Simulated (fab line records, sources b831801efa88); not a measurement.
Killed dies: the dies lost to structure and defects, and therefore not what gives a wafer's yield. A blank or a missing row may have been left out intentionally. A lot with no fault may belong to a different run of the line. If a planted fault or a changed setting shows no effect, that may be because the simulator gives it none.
fab line records    flow sky130
record lots=12  wafers=34  last-day=50
route steps=708 shown POLY_CUT@316 SD_P@331 RES_XHIGH@340 SD_N@356 PAD_OPEN@708
lots that met no fault: taken from a fault-free run of the same line
start-h: start of the lot's first displayed wafer, in hours after the record's first day    wait-h: hours since the lot's step before    " as in the row above    L1.1+2: a row that stands for several wafers    - no value, or no start was given    * or withheld: withheld    < > ~ a bound
route shown NAME@n: names a module that has steps shown in the file, with the first one's number in the route    usual: average and standard deviation across the fault-free wafers    same: alike in all rows    chamber/n: place in a boat    sites: each site's reading    _std_site: how widely they spread, as a standard deviation    _edge_site: the outer-site mean with the inner-site mean subtracted    radius-mm: for every site, how far away it sits from the centre of the wafer    mask NAME#n: copy n    behind: tool/chamber where the wafer was last shaped    hold: why the lot went on hold/how many hours it stayed there/how the hold came to an end    device: transistor that didn't switch, given as n, p or np    end of line: the route-end tests of the same wafers    a step given without rows: its recipe and nothing more    killed: dies lost to structure and defects at the first sort, not the wafer's yield    map: a wafer's dies, x killed, . not, _ none there
set.NAME: the setting the step ran with; set.NAME@STEP: the setting that earlier step ran with    model.NAME: the simulator's own value behind a step, which no gauge read
the route's steps for a sample of lots (tables are steps, rows are wafers)
services: from which hour (start-h, from the record's first day; less than 0 if before it) a tool's chamber was out of use, for how many hours, and why
## steps
# step SKY_POLY_CUT_OVL_MEAS_09
# usual POLY_CUT_OVL=-1/5.2
lot.wafer  tool        chamber  start-h  wait-h  POLY_CUT_OVL[nm]
L850.1     overlay-02  -        548.69   0.1     1
L850.4     "           -        "        "       2
L850.6     "           -        "        "       4
L852.1     overlay-02  -        579.89   0.1     8
L852.3     "           -        "        "       9
L852.6     "           -        "        "       3
L853.1     overlay-02  -        587.64   0.1     0
L853.3     "           -        "        "       -3
L853.6     "           -        "        "       -2
L854.3     overlay-01  -        593.19   0.1     -6
L854.4     "           -        "        "       5
L854.6     "           -        "        "       -5
L855.1     overlay-01  -        604.44   0.1     -13
L855.3     "           -        "        "       -8
L855.4     "           -        "        "       -4
L856.2     overlay-01  -        613.24   0.1     3
L856.3     "           -        "        "       -2
L856.4     "           -        "        "       -2
L857.4     overlay-01  -        631.31   0.1     -9
L857.5     "           -        "        "       2
L857.6     "           -        "        "       3
L864.2     overlay-02  -        680.44   0.1     -4
L864.3     "           -        "        "       -4
L866.3     overlay-02  -        701.50   0.1     -7
L866.4     "           -        "        "       -4
L869.1     overlay-01  -        716.04   0.1     -3
L869.2     "           -        "        "       -3
L869.4     "           -        "        "       -7
L871.3     overlay-01  -        727.00   0.1     -3
L871.5     "           -        "        "       7
L871.6     "           -        "        "       4
L873.1     overlay-02  -        744.39   0.1     -4
L873.3     "           -        "        "       -7
L873.6     "           -        "        "       -7
# step SKY_SD_P_TW_MEAS_11
# usual SD_P_TW=2810/33
lot.wafer  tool           chamber  start-h  wait-h  SD_P_TW
L850.1     film-metro-04  -        579.03   0.1     2850
L850.4     "              -        "        "       2839
L850.6     "              -        "        "       2855
L852.1     film-metro-01  -        608.09   0.1     2807
L852.3     "              -        "        "       2819
L852.6     "              -        "        "       2818
L853.1     film-metro-04  -        616.33   0.1     2854
L853.3     "              -        "        "       2854
L853.6     "              -        "        "       2860
L854.3     film-metro-02  -        622.22   0.1     2767
L854.4     "              -        "        "       2782
L854.6     "              -        "        "       2773
L855.1     film-metro-02  -        634.12   0.1     2775
L855.3     "              -        "        "       2780
L855.4     "              -        "        "       2774
L856.2     film-metro-01  -        642.34   0.1     2813
L856.3     "              -        "        "       2811
L856.4     "              -        "        "       2817
L857.4     film-metro-01  -        660.40   0.1     2829
L857.5     "              -        "        "       2822
L857.6     "              -        "        "       2831
L864.2     film-metro-04  -        709.56   0.1     2856
L864.3     "              -        "        "       2859
L866.3     film-metro-01  -        729.71   0.1     2816
L866.4     "              -        "        "       2811
L869.1     film-metro-04  -        744.33   0.1     2840
L869.2     "              -        "        "       2860
L869.4     "              -        "        "       2854
L871.3     film-metro-01  -        755.09   0.1     2791
L871.5     "              -        "        "       2807
L871.6     "              -        "        "       2816
L873.1     film-metro-04  -        771.65   0.1     2843
L873.3     "              -        "        "       2824
L873.6     "              -        "        "       2840
# step SKY_RES_XHIGH_STRIP_08
# recipe chemistry=O2/N2  power-w=1400  pressure-mtorr=1500  platen-temp-c=withheld  o2-flow-sccm=3000  n2-flow-sccm=300  overash-fraction=0.5
# usual drypump-motor-current-A=5.59/0.23  oes-product-au=0.710/0.0045  strip-time-to-endpoint-s=14.28/0.035
# same overash-fraction=0.5
lot.wafer  tool             chamber  start-h  wait-h  drypump-motor-current-A  oes-product-au  rf-hours-counter-h  strip-time-to-endpoint-s
L850.1     plasma-asher-04  1        606.77   0.1     5.02                     0.715           88                  14.22
L850.4     "                0        "        "       6.00                     0.705           -                   14.24
L850.6     "                0        "        "       5.96                     0.711           -                   14.20
L852.1     plasma-asher-01  1        637.12   0.1     5.63                     0.711           21                  14.36
L852.3     "                1        "        "       5.64                     0.708           -                   14.26
L852.6     "                1        "        "       5.62                     0.708           -                   14.31
L853.1     plasma-asher-01  0        644.80   0.1     5.71                     0.718           22                  14.27
L853.3     "                0        "        "       5.74                     0.701           -                   14.28
L853.6     "                0        "        "       5.72                     0.715           -                   14.29
L854.3     plasma-asher-01  0        650.44   0.1     5.75                     0.711           -                   14.30
L854.4     "                1        "        "       5.62                     0.706           -                   14.27
L854.6     "                0        "        "       5.72                     0.706           -                   14.32
L855.1     plasma-asher-01  0        662.82   0.1     5.73                     0.710           24                  14.25
L855.3     "                1        "        "       5.59                     0.700           -                   14.26
L855.4     "                0        "        "       5.72                     0.708           -                   14.31
L856.2     plasma-asher-02  0        670.82   0.1     5.64                     0.706           57                  14.25
L856.3     "                1        "        "       5.24                     0.713           -                   14.28
L856.4     "                0        "        "       5.65                     0.710           -                   14.28
L857.4     plasma-asher-01  1        688.39   0.1     5.66                     0.708           -                   14.23
L857.5     "                1        "        "       5.62                     0.709           -                   14.21
L857.6     "                0        "        "       5.74                     0.710           -                   14.20
L864.2     plasma-asher-01  0        737.20   0.1     5.71                     0.713           32                  14.32
L864.3     "                1        "        "       5.63                     0.699           -                   14.32
L866.3     plasma-asher-01  1        757.07   0.1     5.63                     0.706           -                   14.28
L866.4     "                0        "        "       5.73                     0.710           -                   14.28
L869.1     plasma-asher-01  1        771.57   0.1     5.61                     0.714           36                  14.27
L869.2     "                0        "        "       5.73                     0.708           36                  14.27
L869.4     "                1        "        "       5.59                     0.712           -                   14.29
L871.3     plasma-asher-01  0        781.92   0.1     5.72                     0.712           -                   14.24
L871.5     "                0        "        "       5.72                     0.709           -                   14.30
L871.6     "                1        "        "       5.65                     0.711           -                   14.22
L873.1     plasma-asher-02  0        798.59   0.1     5.64                     0.713           68                  14.29
L873.3     "                1        "        "       5.24                     0.713           -                   14.30
L873.6     "                0        "        "       5.65                     0.708           -                   14.32
# step SKY_SD_N_RTA_14
# recipe temp-c=1075  time-s=2  idle-temp-c=650  ramp-up-c-per-s=150  ramp-down-c-per-s=90  ambient=N2
# usual lamp-power-pct=15.72/0.049  wafer_temp_C_max=1078.2/1.3
lot.wafer  tool           chamber  start-h  wait-h  lamp-power-pct  wafer_temp_C_max
L850.1     rtp-anneal-02  0        636.10   0.0     15.72           1078.7
L850.4     "              0        "        "       15.76           1077.3
L850.6     "              0        "        "       15.67           1078.9
L852.1     rtp-anneal-02  0        665.73   0.0     15.75           1076.4
L852.3     "              0        "        "       15.63           1077.8
L852.6     "              0        "        "       15.67           1077.8
L853.1     rtp-anneal-01  0        673.39   0.0     15.78           1077.7
L853.3     "              0        "        "       15.82           1077.4
L853.6     "              0        "        "       15.73           1079.2
L854.3     rtp-anneal-02  0        680.09   0.0     15.60           1077.8
L854.4     "              0        "        "       15.77           1079.4
L854.6     "              0        "        "       15.68           1077.6
L855.1     rtp-anneal-01  0        691.45   0.0     15.71           1079.4
L855.3     "              0        "        "       15.82           1079.2
L855.4     "              0        "        "       15.70           1077.7
L856.2     rtp-anneal-02  0        699.59   0.0     15.78           1081.5
L856.3     "              0        "        "       15.74           1077.1
L856.4     "              0        "        "       15.72           1079.2
L857.4     rtp-anneal-02  0        716.95   0.0     15.75           1075.4
L857.5     "              0        "        "       15.80           1078.8
L857.6     "              0        "        "       15.73           1076.6
L864.2     rtp-anneal-02  0        764.78   0.0     15.82           1085.0
L864.3     "              0        "        "       15.77           1084.0
L866.3     rtp-anneal-02  0        784.49   0.0     15.75           1084.3
L866.4     "              0        "        "       15.73           1084.4
L869.1     rtp-anneal-01  0        799.24   0.0     15.71           1078.8
L869.2     "              0        "        "       15.71           1078.4
L869.4     "              0        "        "       15.72           1077.3
L871.3     rtp-anneal-01  0        808.55   0.0     15.75           1077.2
L871.5     "              0        "        "       15.78           1079.3
L871.6     "              0        "        "       15.69           1077.8
L873.1     rtp-anneal-01  0        825.17   0.0     15.64           1076.8
L873.3     "              0        "        "       15.70           1077.6
L873.6     "              0        "        "       15.65           1078.3
# step SKY_SD_N_RS_MEAS_16
# recipe thk-meas-gauge=four-point-probe
# usual SD_N_RS=68.45/0.13
lot.wafer  tool           chamber  start-h  wait-h  SD_N_RS[ohm/sq]
L850.1     film-metro-01  -        636.28   0.1     68.34
L850.4     "              -        "        "       68.54
L850.6     "              -        "        "       68.60
L852.1     film-metro-04  -        665.91   0.1     68.15
L852.3     "              -        "        "       68.27
L852.6     "              -        "        "       68.14
L853.1     film-metro-04  -        673.57   0.1     68.42
L853.3     "              -        "        "       68.36
L853.6     "              -        "        "       68.34
L854.3     film-metro-04  -        680.29   0.1     68.56
L854.4     "              -        "        "       68.31
L854.6     "              -        "        "       68.36
L855.1     film-metro-01  -        691.63   0.1     68.38
L855.3     "              -        "        "       68.35
L855.4     "              -        "        "       68.61
L856.2     film-metro-04  -        699.78   0.1     68.59
L856.3     "              -        "        "       68.41
L856.4     "              -        "        "       68.52
L857.4     film-metro-01  -        717.16   0.1     68.57
L857.5     "              -        "        "       68.41
L857.6     "              -        "        "       68.60
L864.2     film-metro-01  -        764.97   0.1     67.28
L864.3     "              -        "        "       67.45
L866.3     film-metro-01  -        784.68   0.1     67.41
L866.4     "              -        "        "       67.35
L869.1     film-metro-04  -        799.41   0.1     68.36
L869.2     "              -        "        "       68.40
L869.4     "              -        "        "       68.37
L871.3     film-metro-02  -        808.75   0.1     68.58
L871.5     "              -        "        "       68.64
L871.6     "              -        "        "       68.56
L873.1     film-metro-04  -        825.35   0.1     68.56
L873.3     "              -        "        "       68.29
L873.6     "              -        "        "       68.23
# step SKY_SD_N_RS_MEAS_17
# recipe thk-meas-gauge=four-point-probe
# usual SD_P_RS=146.9/0.44
lot.wafer  tool           chamber  start-h  wait-h  SD_P_RS[ohm/sq]
L850.1     film-metro-01  -        636.40   0.1     146.7
L850.4     "              -        "        "       147.4
L850.6     "              -        "        "       147.0
L852.1     film-metro-04  -        666.03   0.1     145.9
L852.3     "              -        "        "       145.9
L852.6     "              -        "        "       146.1
L853.1     film-metro-04  -        673.69   0.1     146.8
L853.3     "              -        "        "       146.9
L853.6     "              -        "        "       146.6
L854.3     film-metro-04  -        680.41   0.1     146.8
L854.4     "              -        "        "       146.9
L854.6     "              -        "        "       146.2
L855.1     film-metro-01  -        691.75   0.1     146.7
L855.3     "              -        "        "       146.7
L855.4     "              -        "        "       147.2
L856.2     film-metro-04  -        699.90   0.1     147.3
L856.3     "              -        "        "       147.3
L856.4     "              -        "        "       147.7
L857.4     film-metro-01  -        717.28   0.1     147.2
L857.5     "              -        "        "       147.3
L857.6     "              -        "        "       147.4
L864.2     film-metro-01  -        765.09   0.1     141.6
L864.3     "              -        "        "       142.0
L866.3     film-metro-01  -        784.80   0.1     141.7
L866.4     "              -        "        "       141.8
L869.1     film-metro-04  -        799.53   0.1     146.8
L869.2     "              -        "        "       146.5
L869.4     "              -        "        "       146.8
L871.3     film-metro-02  -        808.87   0.1     148.0
L871.5     "              -        "        "       147.9
L871.6     "              -        "        "       147.7
L873.1     film-metro-04  -        825.47   0.1     146.8
L873.3     "              -        "        "       146.3
L873.6     "              -        "        "       146.8
# step SKY_PAD_OPEN_PROBE_99
# usual killed_at_M0_to_M3=45/7.1  killed_at_M4_up=3.0/1.8  killed-at-contacts=24/5.4  killed-at-front-end=16/4.9  killed-at-other=0.3/0.63  killed-dies=88/11  killed-open=47/7.4  killed-short=40/7
# same gross-dies=492  killed-at-back-side=0
lot.wafer  tool       chamber  start-h  wait-h  killed_at_M0_to_M3  killed_at_M4_up  killed-at-contacts  killed-at-front-end  killed-at-other  killed-dies  killed-open  killed-short
L850.1     prober-01  -        1066.66  0.1     40                  4                23                  14                   0                81           43           37
L850.4     prober-01  -        1066.81  0.2     57                  4                30                  24                   0                115          67           47
L850.6     prober-01  -        1066.91  0.2     58                  4                24                  21                   0                107          56           50
L852.1     prober-01  -        1089.68  0.1     38                  4                25                  15                   0                82           43           38
L852.3     prober-01  -        1089.78  0.2     37                  1                25                  4                    0                67           43           24
L852.6     prober-01  -        1089.93  0.2     50                  3                29                  11                   0                93           43           50
L853.1     prober-02  -        1094.47  0.1     46                  1                24                  19                   0                90           59           31
L853.3     prober-02  -        1094.57  0.2     48                  5                26                  14                   1                94           53           41
L853.6     prober-02  -        1094.72  0.2     58                  3                19                  14                   0                94           49           45
L857.4     prober-01  -        1126.77  0.2     56                  2                14                  10                   0                82           53           29
L857.5     prober-01  -        1126.82  0.2     38                  5                22                  17                   0                82           51           31
L857.6     prober-01  -        1126.87  0.2     36                  3                26                  24                   0                89           49           40
L864.2     prober-01  -        1156.17  0.1     48                  3                17                  16                   0                84           39           45
L864.3     prober-01  -        1156.22  0.2     40                  2                31                  9                    0                82           47           35
L866.3     prober-01  -        1171.41  0.2     46                  2                22                  13                   0                83           36           47
L866.4     prober-01  -        1171.46  0.2     33                  2                22                  16                   0                73           34           39
L871.3     prober-02  -        1188.51  0.2     46                  5                25                  24                   0                100          52           48
L871.5     prober-02  -        1188.61  0.2     51                  4                23                  21                   3                102          59           43
L871.6     prober-02  -        1188.66  0.2     36                  3                24                  28                   0                91           52           39
# killed by level:class
L850.1 VIA1:geometric-particle:open=10 CONTACT:geometric-particle:open=9 LI_CONTACT:geometric-particle:open=6 METAL1:geometric-particle:short=6 METAL2:geometric-particle:short=6 FIELD_ISO:geometric-particle:short=5 LI_CONTACT:geometric-particle:short=5 FIELD_ISO:geometric-particle:open=4
L850.4 CONTACT:geometric-particle:open=15 FIELD_ISO:geometric-particle:open=10 VIA3:geometric-particle:open=9 VIA1:geometric-particle:open=9 VIA2:geometric-particle:open=8 VIA3:geometric-particle:short=6 VIA1:geometric-particle:short=6 METAL2:geometric-particle:short=6
L850.6 VIA1:geometric-particle:open=19 FIELD_ISO:geometric-particle:short=8 CONTACT:geometric-particle:open=8 VIA1:geometric-particle:short=8 VIA3:geometric-particle:open=7 LI_CONTACT:geometric-particle:open=6 METAL1:geometric-particle:short=6 VIA2:geometric-particle:open=5
L852.1 CONTACT:geometric-particle:open=10 VIA1:geometric-particle:short=7 LI_CONTACT:geometric-particle:open=6 VIA1:geometric-particle:open=6 VIA2:geometric-particle:open=6 METAL3:geometric-particle:short=6 FIELD_ISO:geometric-particle:open=4 METAL1:geometric-particle:short=4
L852.3 VIA1:geometric-particle:open=12 CONTACT:geometric-particle:open=9 VIA3:geometric-particle:open=8 LI_CONTACT:geometric-particle:open=7 CONTACT:geometric-particle:short=5 METAL1:geometric-particle:short=5 LOCAL_INTERCONNECT:geometric-particle:short=3 VIA2:geometric-particle:open=3
L852.6 VIA1:geometric-particle:short=10 LI_CONTACT:geometric-particle:open=8 CONTACT:geometric-particle:open=7 METAL2:geometric-particle:short=7 CONTACT:geometric-particle:short=6 METAL1:geometric-particle:short=6 VIA3:geometric-particle:open=6 POLY_GATE:geometric-particle:short=5
L853.1 VIA1:geometric-particle:open=15 CONTACT:geometric-particle:open=9 VIA2:geometric-particle:open=8 POLY_GATE:geometric-particle:open=6 VIA3:geometric-particle:open=6 FIELD_ISO:geometric-particle:short=5 LI_CONTACT:geometric-particle:open=5 LOCAL_INTERCONNECT:geometric-particle:short=5
L853.3 CONTACT:geometric-particle:open=9 VIA1:geometric-particle:open=9 VIA2:geometric-particle:open=7 VIA2:geometric-particle:short=6 FIELD_ISO:geometric-particle:short=6 LI_CONTACT:geometric-particle:open=6 VIA3:geometric-particle:open=6 LI_CONTACT:geometric-particle:short=4
L853.6 VIA1:geometric-particle:open=11 METAL2:geometric-particle:short=9 VIA2:geometric-particle:open=9 CONTACT:geometric-particle:open=7 METAL1:geometric-particle:short=7 VIA2:geometric-particle:short=6 LI_CONTACT:geometric-particle:open=5 VIA3:geometric-particle:open=5
L857.4 VIA1:geometric-particle:open=13 VIA3:geometric-particle:open=12 VIA2:geometric-particle:open=8 METAL2:geometric-particle:short=7 CONTACT:geometric-particle:open=6 VIA1:geometric-particle:short=6 LI_CONTACT:geometric-particle:open=4 POLY_GATE:geometric-particle:short=3
L857.5 VIA1:geometric-particle:open=12 LI_CONTACT:geometric-particle:open=9 FIELD_ISO:geometric-particle:short=8 CONTACT:geometric-particle:open=7 FIELD_ISO:geometric-particle:open=5 VIA3:geometric-particle:open=5 METAL1:geometric-particle:short=4 METAL2:geometric-particle:short=4
L857.6 VIA3:geometric-particle:open=9 POLY_GATE:geometric-particle:short=8 CONTACT:geometric-particle:open=8 LI_CONTACT:geometric-particle:short=6 LI_CONTACT:geometric-particle:open=6 FIELD_ISO:geometric-particle:short=5 LOCAL_INTERCONNECT:geometric-particle:short=5 FIELD_ISO:geometric-particle:open=4
L864.2 VIA1:geometric-particle:open=12 METAL2:geometric-particle:short=9 VIA1:geometric-particle:short=7 LI_CONTACT:geometric-particle:open=5 CONTACT:geometric-particle:open=5 METAL1:geometric-particle:short=5 FIELD_ISO:geometric-particle:short=4 POLY_GATE:geometric-particle:short=4
L864.3 CONTACT:geometric-particle:open=11 VIA1:geometric-particle:open=9 LI_CONTACT:geometric-particle:open=7 CONTACT:geometric-particle:short=7 METAL2:geometric-particle:short=6 VIA2:geometric-particle:open=6 METAL3:geometric-particle:short=5 VIA3:geometric-particle:open=5
L866.3 METAL2:geometric-particle:short=14 VIA1:geometric-particle:open=11 CONTACT:geometric-particle:open=7 VIA3:geometric-particle:short=6 CONTACT:geometric-particle:short=5 METAL1:geometric-particle:short=5 POLY_GATE:geometric-particle:short=4 POLY_GATE:geometric-particle:open=3
L866.4 CONTACT:geometric-particle:open=11 POLY_GATE:geometric-particle:short=6 VIA1:geometric-particle:short=6 VIA2:geometric-particle:short=6 POLY_GATE:geometric-particle:open=4 VIA1:geometric-particle:open=4 LOCAL_INTERCONNECT:geometric-particle:short=4 METAL2:geometric-particle:short=4
L871.3 VIA1:geometric-particle:open=11 POLY_GATE:geometric-particle:short=9 LI_CONTACT:geometric-particle:open=7 VIA3:geometric-particle:open=7 LOCAL_INTERCONNECT:geometric-particle:short=6 FIELD_ISO:geometric-particle:short=5 VIA3:geometric-particle:short=5 VIA1:geometric-particle:short=5
L871.5 VIA1:geometric-particle:open=18 LI_CONTACT:geometric-particle:open=9 CONTACT:geometric-particle:open=7 VIA2:geometric-particle:open=7 METAL2:geometric-particle:short=6 VIA2:geometric-particle:short=6 FIELD_ISO:geometric-particle:open=5 VIA3:geometric-particle:open=5
L871.6 VIA1:geometric-particle:open=12 CONTACT:geometric-particle:open=11 FIELD_ISO:geometric-particle:open=10 POLY_GATE:geometric-particle:short=6 POLY_GATE:geometric-particle:open=5 VIA3:geometric-particle:open=5 SONOS_ONO:geometric-particle:short=4 VIA2:geometric-particle:open=4
## services
tool             chamber  start-h  hours  kind
plasma-asher-04  -        590.36   14.9   pm
plasma-asher-02  -        611.40   4.5    repair
plasma-asher-04  -        627.14   42.1   repair
plasma-asher-01  -        663.76   3.3    repair
plasma-asher-04  -        667.01   6.2    repair
plasma-asher-04  -        733.75   9.0    pm
plasma-asher-04  0        733.75   9.0    vent-cycle
plasma-asher-04  1        733.75   9.0    vent-cycle
plasma-asher-02  -        742.67   0.7    repair
plasma-asher-04  0        742.75   -      clean
plasma-asher-04  1        742.75   -      clean
plasma-asher-02  -        751.20   4.2    repair
rtp-anneal-01    -        763.68   12.4   pm
plasma-asher-02  -        810.30   1.5    repair
## key
first-sign step=SKY_SD_N_RTA_14  reading=wafer_temp_C_max  direction=up  sigmas=4.6  usual=*  struck=*
effect step=SKY_SD_N_RS_MEAS_16  reading=SD_N_RS  direction=down  sigmas=8.1  usual=68.45  struck=67.37
effect step=SKY_SD_N_RS_MEAS_17  reading=SD_P_RS  direction=down  sigmas=12  usual=146.9  struck=141.8
met-at SKY_SD_N_RTA_14
struck-lots L864,L866
tester-left-out L864,L866
not-acting-at SKY_POLY_CUT_OVL_MEAS_09,SKY_SD_P_TW_MEAS_11,SKY_RES_XHIGH_STRIP_08
onset-between 716.95 764.78
fault kind=process-parameter-drift  tool=rtp-anneal-02  chamber=-  onset-h=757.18  steps=SKY_SD_N_RTA_14  channel=temp-c  offset=*  shape=step  end-h=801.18  acts-in=*  stated=*
# tester-left-out: of these lots the tester's yield and bins aren't shown, on N5 and GAA mostly nor the transistor test; their killed dies are dies lost to structure and defects alone, not to doping, threshold or leakage, so they don't give the yield
